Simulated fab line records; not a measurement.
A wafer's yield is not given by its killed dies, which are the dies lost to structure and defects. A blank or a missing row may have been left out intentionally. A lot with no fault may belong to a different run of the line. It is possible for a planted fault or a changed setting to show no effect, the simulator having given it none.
Chamber matching || flow sky130 || SKY_VIA4_CMP_21 on cmp-01: 4 sister chambers
The step polishes, stops on SiO2, t overpolish 25 s, target thk 0 nm. 4 wafers are shown with their chamber, then 9 later ones without.

== WAFERS, EACH WITH ITS CHAMBER ==
{"wafer": "L089.1", "chamber": 2, "motorCurrentA (A)": 9.3}
{"wafer": "L090.2", "chamber": 0, "motorCurrentA (A)": 11.4}
{"wafer": "L090.3", "chamber": 3, "motorCurrentA (A)": 9.2}
{"wafer": "L090.4", "chamber": 1, "motorCurrentA (A)": 9.7}

== WAFERS WITH NO CHAMBER GIVEN ==
{"wafer": "L092.3", "motorCurrentA (A)": 11.1}
{"wafer": "L092.5", "motorCurrentA (A)": 9.6}
{"wafer": "L092.6", "motorCurrentA (A)": 9.4}
{"wafer": "L091.1", "motorCurrentA (A)": 8.9}
{"wafer": "L091.2", "motorCurrentA (A)": 9.2}
{"wafer": "L091.4", "motorCurrentA (A)": 10.9}
{"wafer": "L096.1", "motorCurrentA (A)": 9.3}
{"wafer": "L096.3", "motorCurrentA (A)": 9.5}
{"wafer": "L096.4", "motorCurrentA (A)": 8.5}

== WHICH CHAMBER EACH ONE RAN IN ==
{"wafer": "L092.3", "from the rows above": 0, "in truth": 0}
{"wafer": "L092.5", "from the rows above": "can't be placed: 1 or 2 or 3", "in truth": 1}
{"wafer": "L092.6", "from the rows above": "can't be placed: 2 or 3 or 1", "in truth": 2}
{"wafer": "L091.1", "from the rows above": "can't be placed: 3 or 2 or 1", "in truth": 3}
{"wafer": "L091.2", "from the rows above": "can't be placed: 3 or 2 or 1", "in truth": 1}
{"wafer": "L091.4", "from the rows above": 0, "in truth": 0}
{"wafer": "L096.1", "from the rows above": "can't be placed: 2 or 3 or 1", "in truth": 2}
{"wafer": "L096.3", "from the rows above": "can't be placed: 1 or 2 or 3", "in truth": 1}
{"wafer": "L096.4", "from the rows above": "can't be placed: 3 or 2 or 1", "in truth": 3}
Placed correctly: 2 of 9. Can't be placed from these rows: 7 (the true chamber is among the candidates in 7). Placed wrongly: 0.
How it was worked out, from the rows above alone: a wafer's distance from a chamber is the root of the sum, over the readings, of the square of ((its reading less the chamber's mean) divided by the reading's scatter). The wafer belongs to the nearest chamber; if the next one is less than 2 further off, it can't be placed. For every chamber, the mean is computed from those of its wafers that are shown. The scatter: with one shown wafer a chamber, the root of the mean of the squares of how far each hidden wafer lies from its nearest shown one.
